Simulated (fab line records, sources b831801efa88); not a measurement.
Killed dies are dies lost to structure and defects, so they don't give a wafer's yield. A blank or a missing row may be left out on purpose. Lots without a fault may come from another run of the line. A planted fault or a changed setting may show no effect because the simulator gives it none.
Tool commonality check | flow gf180mcu | 14 lots, 42 wafers sampled

WHY IT WAS OPENED
At GF_VT_IMPLANT_TW_MEAS_43 the reading VT_IMPLANT_4_TW is flagged on 2 of 14 lots. Wafers without a fault read 685, standard deviation 3.6.
Rule: a lot is flagged when every wafer of it that has a number lies more than 4 standard deviations from that mean, or none has a number. The other lots count as sound.

lot  | measured     | on            | VT_IMPLANT_4_TW, wafer by wafer | flag
L403 | day 7 10:28  | film_metro-04 | 691 692 692                     |
L404 | day 8 00:50  | film_metro-01 | 687 691 689                     |
L406 | day 8 05:26  | film_metro-03 | 680 681 680                     |
L409 | day 9 05:11  | film_metro-03 | 688 681 678                     |
L408 | day 9 06:12  | film_metro-01 | 686 688 688                     |
L410 | day 9 11:49  | film_metro-04 | 685 683 682                     |
L412 | day 10 04:53 | film_metro-03 | 681 682 680                     |
L419 | day 11 23:14 | film_metro-03 | 30 30 30                        | FLAGGED
L420 | day 12 06:29 | film_metro-03 | 30 30 30                        | FLAGGED
L421 | day 12 15:41 | film_metro-01 | 685 688 687                     |
L422 | day 12 19:56 | film_metro-03 | 687 684 683                     |
L423 | day 13 04:13 | film_metro-04 | 690 693 687                     |
L424 | day 13 10:47 | film_metro-01 | 682 685 686                     |
L426 | day 14 00:41 | film_metro-04 | 686 687 686                     |
The numbers of the flagged lots are 30 on average: -655 against the usual, or -99 or more standard deviations.

WHICH TOOL RAN EACH LOT
The record holds 2 process steps before the reading, out of a route of 602 steps. In each cell: the tool, then ch and the chambers that the sampled wafers went through, then the start.
lot  | flag    | GF_STI_ETCH_13                    | GF_VT_IMPLANT_IMPLANT_41
L403 |         | rie_diel-03 ch 0,1,3, day 2 00:13 | implanter-04 ch 0, day 7 10:13
L404 |         | rie_diel-03 ch 0,1,2, day 2 10:05 | implanter-04 ch 0, day 8 00:35
L406 |         | rie_diel-02 ch 1,2, day 2 16:44   | implanter-04 ch 0, day 8 05:13
L409 |         | rie_diel-02 ch 0,1,2, day 3 07:40 | implanter-02 ch 0, day 9 04:56
L408 |         | rie_diel-04 ch 1,3, day 3 05:31   | implanter-02 ch 0, day 9 05:59
L410 |         | rie_diel-03 ch 0,2,3, day 3 13:07 | implanter-04 ch 0, day 9 11:34
L412 |         | rie_diel-04 ch 0,1,3, day 4 01:46 | implanter-04 ch 0, day 10 04:38
L419 | FLAGGED | rie_diel-03 ch 1,2,3, day 5 12:08 | implanter-01, day 11 22:59
L420 | FLAGGED | rie_diel-03 ch 1,2,3, day 5 16:44 | implanter-02, day 12 06:14
L421 |         | rie_diel-04 ch 0,2,3, day 5 21:55 | implanter-02 ch 0, day 12 15:28
L422 |         | rie_diel-04 ch 0,1,2, day 6 03:31 | implanter-01 ch 0, day 12 19:43
L423 |         | rie_diel-03 ch 0,2,3, day 6 08:12 | implanter-01 ch 0, day 13 04:01
L424 |         | rie_diel-04 ch 1,3, day 6 13:32   | implanter-01 ch 0, day 13 10:33
L426 |         | rie_diel-02 ch 1,3, day 6 23:29   | implanter-01 ch 0, day 14 00:27
What these steps do:
- GF_STI_ETCH_13: etches the open film in CHF3/O2, stops on Si, target depth 282.31 nm, time 112.9 s.
- GF_VT_IMPLANT_IMPLANT_41
- GF_VT_IMPLANT_TW_MEAS_43

FLAGGED OVER TOTAL, TOOL BY TOOL (the gauges that took the reading come last)
step                     | tool          | lots run | flagged | share of the flagged lots | sound lots run after its first flagged lot
GF_STI_ETCH_13           | rie_diel-02   | 3        | 0       | none                      | -
GF_STI_ETCH_13           | rie_diel-03   | 6        | 2       | all                       | 1 (L423)
GF_STI_ETCH_13           | rie_diel-04   | 5        | 0       | none                      | -
GF_VT_IMPLANT_IMPLANT_41 | implanter-01  | 5        | 1       | some                      | 4 (L422,L423,L424,L426)
GF_VT_IMPLANT_IMPLANT_41 | implanter-02  | 4        | 1       | some                      | 1 (L421)
GF_VT_IMPLANT_IMPLANT_41 | implanter-04  | 5        | 0       | none                      | -
GF_VT_IMPLANT_TW_MEAS_43 | film_metro-01 | 4        | 0       | none                      | -
GF_VT_IMPLANT_TW_MEAS_43 | film_metro-03 | 6        | 2       | all                       | 1 (L422)
GF_VT_IMPLANT_TW_MEAS_43 | film_metro-04 | 4        | 0       | none                      | -

WHAT THE TABLE ALLOWS
2 rows of the table ran every flagged lot: rie_diel-03 at GF_STI_ETCH_13, film_metro-03 at GF_VT_IMPLANT_TW_MEAS_43.
- rie_diel-03 at GF_STI_ETCH_13: 2 of its 6 lots flagged. Sound lots ran on it after the first flagged one (L423), which a lasting fault on the whole tool wouldn't allow.
- film_metro-03 at GF_VT_IMPLANT_TW_MEAS_43: 2 of its 6 lots flagged. Sound lots ran on it after the first flagged one (L422), which a lasting fault on the whole tool wouldn't allow.
No row of the table ran every flagged lot and no sound lot after the first.

WHAT THE SIMULATOR HAD PUT IN
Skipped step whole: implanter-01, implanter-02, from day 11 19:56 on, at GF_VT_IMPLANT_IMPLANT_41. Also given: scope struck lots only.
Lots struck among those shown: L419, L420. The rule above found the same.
